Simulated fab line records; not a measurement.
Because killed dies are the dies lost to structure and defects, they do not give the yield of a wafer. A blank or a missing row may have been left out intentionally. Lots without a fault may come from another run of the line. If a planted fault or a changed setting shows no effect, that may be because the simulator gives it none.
The same fault as seen by 2 desks :: flow sky130 :: what lay behind the numbers comes last; until then each desk has only its own

THE METROLOGY DESK
What the gauges read for every lot (on any tool): the sampled wafers with a number, averaged. Marked OUT: a lot whose mean sits more than 4 standard deviations from the usual mean, which makes it out of limits; the brackets give that distance.
Columns: A = NWELL_00_OVL at SKY_NWELL_OVL_MEAS_10, usual 0.4 nm; B = cd nm at SKY_VT_ADJUST_HVTP_CD_MEAS_07, usual 380.4 nm; C = VT_ADJUST_HVTP_OVL at SKY_VT_ADJUST_HVTP_OVL_MEAS_08, usual -0.1 nm
lot: L264
first seen here: day 4 09:43
A: -0.5
B: 377.6
C: -0.9

lot: L265
first seen here: day 4 22:20
A: -0.6
B: 378.6
C: -0.5

lot: L266
first seen here: day 5 00:08
A: -0.8
B: 377.5
C: 1.1

lot: L267
first seen here: day 5 07:17
A: 1.3
B: 383.5
C: 0.0

lot: L271
first seen here: day 6 11:08
A: 0.2
B: 383.6
C: -0.7

lot: L273
first seen here: day 6 20:59
A: 0.2
B: 380.0
C: 1.6

lot: L276
first seen here: day 7 13:23
A: 0.8
B: 380.3
C: 0.4

lot: L277
first seen here: day 7 18:19
A: -2.3
B: 378.9
C: 2.3

lot: L278
first seen here: day 7 21:43
A: 1.8
B: 384.7
C: -1.9

lot: L279
first seen here: day 8 06:01
A: 1.1
B: 377.7
C: -0.3

lot: L283
first seen here: day 9 06:20
A: 2.4
B: 383.6
C: -0.6

lot: L285
first seen here: day 9 15:26
A: -1.4
B: 383.4
C: 0.2
This desk's finding: nothing out of limits on any of the 12 lots.

TOOL OWNER'S DESK, cmp-01
The tool's own readings at SKY_FIELD_ISO_CMP_27 (polishes, stops on Si3N4, t overpolish 16 s, target thk 457.8 nm): means of the sampled wafers that have a number, for each lot that ran on this tool. Marked OUT: a lot whose mean sits more than 4 standard deviations from the usual mean, which makes it out of limits; the brackets give that distance.
Columns: A = motor current A at SKY_FIELD_ISO_CMP_27, usual 11.6 A; B = overpolish run s at SKY_FIELD_ISO_CMP_27, usual 15.999 s; C = time to endpoint s at SKY_FIELD_ISO_CMP_27, usual 112 s
lot: L267
first seen here: day 3 01:44
A: 11.8
B: 16.004
C: 110

lot: L273
first seen here: day 4 08:58
A: 12.0
B: 16.682 (+74) OUT
C: 111
This desk finds L273 out of limits, L273 being first, at day 4 08:58 (overpolish run s at SKY_FIELD_ISO_CMP_27). Within limits: L267.

BROUGHT TOGETHER
The tool owner's desk had the chance to raise an alarm at day 4 08:58 on L273.
The metrology desk saw nothing out of limits.
The metrology desk has L273 on record, within its limits.
SKY_FIELD_ISO_CMP_27 was run on cmp-01 by each of the lots named.

WHAT THE SIMULATOR PUT IN
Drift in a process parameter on cmp-01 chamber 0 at SKY_FIELD_ISO_CMP_27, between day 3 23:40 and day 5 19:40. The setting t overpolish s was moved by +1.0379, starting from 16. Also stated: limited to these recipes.
Shown lots that were struck: L273.
Hours from the fault's start to each desk's first reading out of limits: the tool owner's desk, 9.
